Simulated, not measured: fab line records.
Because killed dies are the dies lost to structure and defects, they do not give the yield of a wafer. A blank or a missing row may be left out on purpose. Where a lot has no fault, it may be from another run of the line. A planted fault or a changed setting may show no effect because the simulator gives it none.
Matching of chambers	flow gf180mcu	GF_V1_CMP_04 on cmp-02 has 4 sister chambers
The step polishes SiO2. 4 wafers are shown with their chamber, then 10 later ones without.

## WAFERS PAIRED WITH THEIR CHAMBERS
wafer	chamber	motor-current-A (A)
L443.1	0	12.8
L443.2	2	12.4
L443.5	3	12.2
L444.5	1	11.4

## WAFERS MISSING THEIR CHAMBER
wafer	motor-current-A (A)
L444.6	12.3
L445.1	13.2
L445.2	11.7
L445.4	11.8
L446.1	11.4
L446.2	11.8
L446.3	12.8
L447.1	12.2
L447.5	11.6
L447.6	11.9

## WHICH CHAMBER EACH ONE RAN IN
wafer	from the rows above	in truth
L444.6	can't be placed: 2 or 3 or 0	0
L445.1	can't be placed: 0 or 2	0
L445.2	can't be placed: 1 or 3 or 2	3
L445.4	can't be placed: 3 or 1 or 2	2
L446.1	1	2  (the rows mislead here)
L446.2	can't be placed: 3 or 1 or 2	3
L446.3	can't be placed: 0 or 2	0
L447.1	can't be placed: 3 or 2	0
L447.5	can't be placed: 1 or 3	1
L447.6	can't be placed: 3 or 1 or 2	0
Correct placement for 0 of the 10. Unplaceable from these rows: 9, with the true chamber sitting among the candidates in 7. Number placed wrongly: 1.
How it was worked out, from the rows above alone: a wafer's distance from a chamber is the root of the sum, over the readings, of the square of ((its reading less the chamber's mean) divided by the reading's scatter). The wafer belongs to the nearest chamber; if the next one is less than 2 further off, it can't be placed. A chamber's mean is the mean of its shown wafers. The scatter: with one shown wafer a chamber, the root of the mean of the squares of how far each hidden wafer lies from its nearest shown one.
